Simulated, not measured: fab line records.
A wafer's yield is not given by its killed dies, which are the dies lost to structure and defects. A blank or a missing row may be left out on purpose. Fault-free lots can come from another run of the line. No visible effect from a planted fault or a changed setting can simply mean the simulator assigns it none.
The tool behind it: which one? / flow sky130 / 13 lots (39 wafers sampled), 1 step of a 708-step route

== WHAT THE GAUGES READ, wafer by wafer ==
SKY_METAL2_CD_MEAS_15: target cd 140 nm.
lot=L241; measured=day 35 16:04; on=cdSem-02; cdNm (nm)=140.4 138.8 140.2
lot=L242; measured=day 35 23:19; on=cdSem-01; cdNm (nm)=143.1 141.7 141.1
lot=L243; measured=day 36 09:32; on=cdSem-01; cdNm (nm)=137.1 137.9 136.4
lot=L244; measured=day 37 00:08; on=cdSem-01; cdNm (nm)=139.6 141.5 140.6
lot=L245; measured=day 37 09:11; on=cdSem-01; cdNm (nm)=139.4 139.4 139.4
lot=L247; measured=day 37 16:19; on=cdSem-01; cdNm (nm)=138.4 137.1 137.7
lot=L249; measured=day 38 06:50; on=cdSem-01; cdNm (nm)=140.2 140.8 141.8
lot=L250; measured=day 38 21:12; on=cdSem-01; cdNm (nm)=140.5 137.5 136.5
lot=L251; measured=day 38 23:52; on=cdSem-02; cdNm (nm)=141.1 140.9 141.9
lot=L253; measured=day 39 12:55; on=cdSem-01; cdNm (nm)=141.2 140.9 140.9
lot=L256; measured=day 40 03:30; on=cdSem-01; cdNm (nm)=139.2 140.4 137.5
lot=L260; measured=day 41 10:21; on=cdSem-01; cdNm (nm)=140.2 140.7 142.1
lot=L263; measured=day 42 03:05; on=cdSem-01; cdNm (nm)=140.6 139.9 140.5

== EACH LOT AND THE TOOL THAT RAN IT (in order: tool; ch and the chambers of the sampled wafers; start) ==
Record: no process step prior to these readings.

== AS READ BY THE TOOLS THEMSELVES (means over the sampled wafers that have a number; for cases with no such wafer, the mark the record gives instead) ==
The record holds no such reading with a usual standard deviation.

== THE ANSWER, worked out from the rows above alone ==
Rule: the usual values come from the lots themselves. Put in order of their means at a reading, lots are off if they are a third of the lots or fewer, leave a main group of 4 or more, and stand apart from it by a gap of 3 or more times the standard deviation of the main group's means; of several such gaps the widest counts. Not used: any main group whose means are identical at the precision the tables above print for the reading. A lot without any number at a reading at which 4 lots or more have one is off too. Where the step has rows for the other lots, those lots are counted as sound. After the gauges, taken in route order, come the tools' own readings; for these a lot's mean is taken, as printed above. The first step at which some lot is off is used, and at that step the reading that is off furthest; a lot without a number counts as furthest.
None of the lots is off at any reading shown; this tells nothing.

== WHAT THE SIMULATOR PUT IN ==
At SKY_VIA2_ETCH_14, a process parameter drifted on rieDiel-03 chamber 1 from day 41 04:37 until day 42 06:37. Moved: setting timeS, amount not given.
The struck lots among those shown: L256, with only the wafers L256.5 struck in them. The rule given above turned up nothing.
